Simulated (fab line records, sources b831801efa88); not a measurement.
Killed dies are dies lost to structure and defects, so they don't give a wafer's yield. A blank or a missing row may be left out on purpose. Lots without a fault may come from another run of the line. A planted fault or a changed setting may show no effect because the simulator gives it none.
Problem report in the 8D (eight disciplines) form, filled by code | flow sky130 | the parts of the form that need people (team, actions taken, sign-off) are left out

1. THE PROBLEM
VIA2_HDPCVD_THK at SKY_VIA2_THK_MEAS_01 reads a mean of 1124 nm on 3 wafers of 2 lots; wafers without a fault read 1185 nm with a standard deviation of 9.3. That is -6.6 standard deviations from the usual mean.
First seen on wafer L227.4, day 39 20:56, on film_metro-01. The record holds 36 wafers of 12 lots with a number at this step. Rule for "out", or "out of limits": more than 4 standard deviations from the usual mean. The other wafers with a number count as sound.

2. WHAT IT IS AND WHAT IT IS NOT
question                    | is                           | is not
which readings at this step | VIA2_HDPCVD_THK              | -
which lots                  | L227, L230                   | L214, L216, L217, L218, L219, L220, L221, L223, L226, L236
which wafers of those lots  | L227.4, L230.1, L230.6       | L227.2, L227.6, L230.3
read on which gauges        | film_metro-01, film_metro-03 | film_metro-02
when                        | from day 39 20:56            | up to then (29 sound wafers); but 4 sound wafers of L230, L236 came after

3. SUSPECTS, AND WHAT RULES EACH OUT
Counting: a tool at a process step up to the reading stays a suspect if it ran every lot that is out. Sound lots after the first of them don't rule it out here, since some wafers of a struck lot are sound.
- the gauge at SKY_VIA2_THK_MEAS_01: ruled out. The wafers that are out were read on 2 gauges (film_metro-01, film_metro-03).
- hdpcvd-02 at SKY_VIA2_HDPCVD_00 (deposits SiO2, target thk 1180 nm, time 196.7 s): kept. It ran every lot that is out, first L227 (day 39 20:48); its last sound lot up to then is L226 (day 39 13:57). Its own readings are out on those wafers: run_length_s.
- Within hdpcvd-02 at SKY_VIA2_HDPCVD_00: the wafers that are out ran in chamber 2; their sound lot-mates ran in chambers 0, 1.
Left after counting: hdpcvd-02 at SKY_VIA2_HDPCVD_00.

4. THE CAUSE (what the simulator had put in)
Process parameter drift: hdpcvd-02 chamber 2, from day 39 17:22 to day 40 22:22, at SKY_VIA2_HDPCVD_00. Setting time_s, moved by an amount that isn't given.
Counting left only this tool.

5. THE CHAIN OF EFFECTS, in route order
Each row: a reading whose mean over the struck wafers that have a number lies more than 3 standard deviations from the usual. Only readings for which the record gives a usual standard deviation are gone through. hours: the time from each lot's start at the first step in this table that gives one to its start at this step, as a median over the lots. sigmas: the change in usual standard deviations.
hours | step                 | reading         | usual   | on struck wafers | change | sigmas
0     | SKY_VIA2_HDPCVD_00   | run_length_s    | 225.1 s | 215.9            | -9.2   | -20
0     | SKY_VIA2_THK_MEAS_01 | VIA2_HDPCVD_THK | 1185 nm | 1124             | -61    | -6.6
The process steps in it:
- SKY_VIA2_HDPCVD_00: deposits SiO2, target thk 1180 nm, time 196.7 s.

6. WHAT WOULD HAVE CAUGHT IT SOONER
In this record the first reading out of limits at a measuring or inspecting step was taken at day 39 20:56, 4 hours after the fault began at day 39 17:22.
The tool's own readings at SKY_VIA2_HDPCVD_00 were out on every struck wafer that the step has a row for (run_length_s): an alarm limit on them would have fired on the first of those.
Of the lots that are out (2), L230 began SKY_VIA2_HDPCVD_00 on hdpcvd-02 after day 39 20:56. A hold on the tool at that time would have spared it.
